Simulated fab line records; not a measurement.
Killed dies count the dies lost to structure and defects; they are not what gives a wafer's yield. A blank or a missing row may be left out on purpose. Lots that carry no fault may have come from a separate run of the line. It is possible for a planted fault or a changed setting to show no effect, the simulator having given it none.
Struck lot and sound lot, side by side / flow sky130 / 42 out of 708 route steps
Sound: the wafers L519.1, L519.2, L519.4. Struck: wafer L510.3 (L510.4, L510.6, from the same lot, were not struck and are left out); the cause is given at the end.
At each step with rows: each side's tool, then ch and its chambers, then its first start. Under that, the readings that differ: sound wafers / struck wafers / difference of the means / sigmas: that difference in standard deviations of wafers without a fault.
alike: same words and numbers on both sides, and readings whose means sit less than 2 such deviations apart. not compared: any withheld reading, any reading some wafer has no value for, any bound like >300 that may hide the same value, and any number with overlapping values for which the record gives no deviation.
A row with sigmas, a row that says differs or no value, or rows on one side alone: a step with any of these is where the two part. Non-overlapping numbers with no deviation appear without sigmas and do not part them. A reading missing from all wafers of one side parts the sides only when that side holds two or more wafers.

first, 4 steps without rows for these wafers: SKY_VIA4_STRIP_14 (strips in post etch residue remover, time 1200 s); SKY_VIA4_CLEAN_15 (cleans in IPA, time 180 s); SKY_VIA4_CLEAN_16 (cleans in O3/DIW); SKY_VIA4_SPUTTER_17 (material TiN, target thk 20 nm, time 80 s).
SKY_VIA4_CVD_18: deposits W, target thk 505 nm, time 152.14 s.
  sound on cvd_w-01 ch 0,1, day 48 12:51; struck on cvd_w-01 ch 1, day 46 06:29
  alike: heater_power_w
SKY_VIA4_RS_MEAS_19: measures by four-point-probe.
  sound: film_metro-04 at day 48 13:00; struck: film_metro-01 at day 46 06:38
  alike: VIA4_W_RS
SKY_VIA4_THK_MEAS_20: measures by xrf.
  sound: film_metro-04 at day 48 13:07; struck: film_metro-01 at day 46 06:44
  alike: VIA4_W_THK
then, 4 steps without rows for these wafers: SKY_VIA4_CMP_21 (polishes, stops on SiO2, t overpolish 25 s, target thk 0 nm); SKY_METAL5_SPUTTER_00 (material Ti, target thk 15 nm, time 10 s); SKY_METAL5_SPUTTER_01 (material TiN, target thk 20 nm, time 16.7 s); SKY_METAL5_SPUTTER_02 (material AlCu, target thk 1150 nm, time 61.2 s).
SKY_METAL5_SPUTTER_03: material Ti, target thk 5 nm, time 3.3 s.
  sound: pvd_sputter-02 at day 48 13:35; struck: pvd_sputter-03 at day 46 07:17
  alike: throttle_valve_pct
SKY_METAL5_SPUTTER_04: material TiN, target thk 70 nm, time 58.3 s.
  sound: pvd_sputter-02 at day 48 13:36; struck: pvd_sputter-03 at day 46 07:18
reading=model.TiN_of_METAL5_SPUTTER_04.thk_nm (nm); sound=68.24 68.22 68.62; struck=96.27; difference=+27.91; sigmas=
  alike: throttle_valve_pct
SKY_METAL5_RS_MEAS_05: measures by four-point-probe.
  sound: film_metro-03 at day 48 13:39; struck: film_metro-02 at day 46 07:23
reading=METAL5_ALCU_RS (ohm/sq); sound=0.02736 0.02712 0.02723; struck=0.02784; difference=+0.00060; sigmas=+2
SKY_METAL5_THK_MEAS_06: measures by xrf.
  sound: film_metro-03 at day 48 13:46; struck: film_metro-02 at day 46 07:29
reading=METAL5_ALCU_THK (nm); sound=1151 1171 1159; struck=1061; difference=-99; sigmas=-7
then, 7 steps without rows for these wafers: SKY_METAL5_DEHYDRATE_07 (time 60 s); SKY_METAL5_HMDS_08 (prime time 60 s); SKY_METAL5_COAT_09 (resist thk 1800 nm); SKY_METAL5_SOFTBAKE_10 (time 60 s); SKY_METAL5_EXPOSE_11 (exposes mask MM5, target cd 1600 nm); SKY_METAL5_PEB_12; SKY_METAL5_DEVELOP_13 (develop time 60 s).
SKY_METAL5_DESCUM_14: chemistry O2, time 11 s.
  sound on rie_metal-02 ch 0,1, day 49 08:43; struck on rie_metal-02 ch 1, day 47 04:30
  alike: drypump_motor_current_A, oes_product_au
  not compared: rf_hours_counter_h
then, 1 step without rows for these wafers: SKY_METAL5_METAL_ETCH_15 (etches the open film in Cl2/BCl3, stops on SiO2, target depth 1260 nm, time 252 s).
SKY_METAL5_STRIP_16: strips in O2/N2.
  sound on plasma_asher-04 ch 0,1, day 49 08:59; struck on plasma_asher-02 ch 0, day 47 04:47
  alike: drypump_motor_current_A, oes_product_au, strip_time_to_endpoint_s
  not compared: rf_hours_counter_h
SKY_METAL5_STRIP_17: strips in post etch residue remover, time 1200 s.
  sound on wet_bench-03 ch 0, day 49 09:05; struck on wet_bench-02 ch 1, day 47 04:52
reading=model.TiN_of_METAL5_SPUTTER_04.thk_nm (nm); sound=67.83 67.81 68.21; struck=95.86; difference=+27.91; sigmas=
then, 3 steps without rows for these wafers: SKY_METAL5_CLEAN_18 (cleans in IPA, time 180 s); SKY_METAL5_CLEAN_19 (cleans in O3/DIW); SKY_PASSIVATION_CVD_00 (deposits SiO2, target thk 90 nm).
SKY_PASSIVATION_THK_MEAS_01:
  sound: film_metro-03 at day 49 09:36; struck: film_metro-03 at day 47 05:26
  alike: PASSIVATION_CVD_00_THK
then, 1 step without rows for these wafers: SKY_PASSIVATION_CVD_02 (deposits Si3N4, target thk 540 nm).
SKY_PASSIVATION_THK_MEAS_03:
  sound: film_metro-04 at day 49 09:53; struck: film_metro-04 at day 47 05:43
  alike: PASSIVATION_CVD_02_THK
then, 7 steps without rows for these wafers: SKY_PASSIVATION_DEHYDRATE_04 (time 60 s); SKY_PASSIVATION_HMDS_05 (prime time 60 s); SKY_PASSIVATION_COAT_06 (resist thk 3000 nm); SKY_PASSIVATION_SOFTBAKE_07; SKY_PASSIVATION_EXPOSE_08 (exposes mask NSM, target cd 3000 nm); SKY_PASSIVATION_PEB_09; SKY_PASSIVATION_DEVELOP_10 (develop time 60 s).
SKY_PASSIVATION_ETCH_11: etches the open film in CF4/O2, stops on AlCu, target depth 725 nm, time 161.1 s.
  sound on rie_diel-02 ch 0,1,2, day 50 03:26; struck on rie_diel-03 ch 1, day 48 02:01
reading=drypump_motor_current_A (A); sound=5.6 5.1 5.6; struck=6.4; difference=+1.0; sigmas=+2
reading=model.PASSIVATION.feature_depth_nm (nm); sound=700.4 700.8 700.6; struck=717.3; difference=+16.7; sigmas=
  alike: oes_product_au, throttle_valve_pct
  not compared: rf_hours_counter_h
SKY_PASSIVATION_STRIP_12: strips in O2/N2.
  sound on plasma_asher-01 ch 0,1, day 50 03:33; struck on plasma_asher-01 ch 0, day 48 02:10
  alike: drypump_motor_current_A, oes_product_au, strip_time_to_endpoint_s
  not compared: rf_hours_counter_h
SKY_PAD_OPEN_PROBE_99:
  sound: prober-02 at day 50 22:53; struck: prober-02 at day 49 00:32
reading=killed_at_M0_to_M3; sound=42 30 33; struck=54; difference=+19; sigmas=+3
reading=killed_at_contacts; sound=33 38 24; struck=20; difference=-12; sigmas=-2
  alike: defect_limited_yield, killed_at_M4_up, killed_at_front_end, killed_at_other, killed_dies, killed_open, killed_short, sort_bin_3_pad_short, sort_bin_5_function, sort_bin_6_memory, sort_bin_8_speed, sort_n_pass, sort_yield_pct

## WHERE THEY PART
Last at SKY_PAD_OPEN_PROBE_99 as far as this record goes, first at SKY_METAL5_RS_MEAS_05.

WHY: whatever the simulator had introduced
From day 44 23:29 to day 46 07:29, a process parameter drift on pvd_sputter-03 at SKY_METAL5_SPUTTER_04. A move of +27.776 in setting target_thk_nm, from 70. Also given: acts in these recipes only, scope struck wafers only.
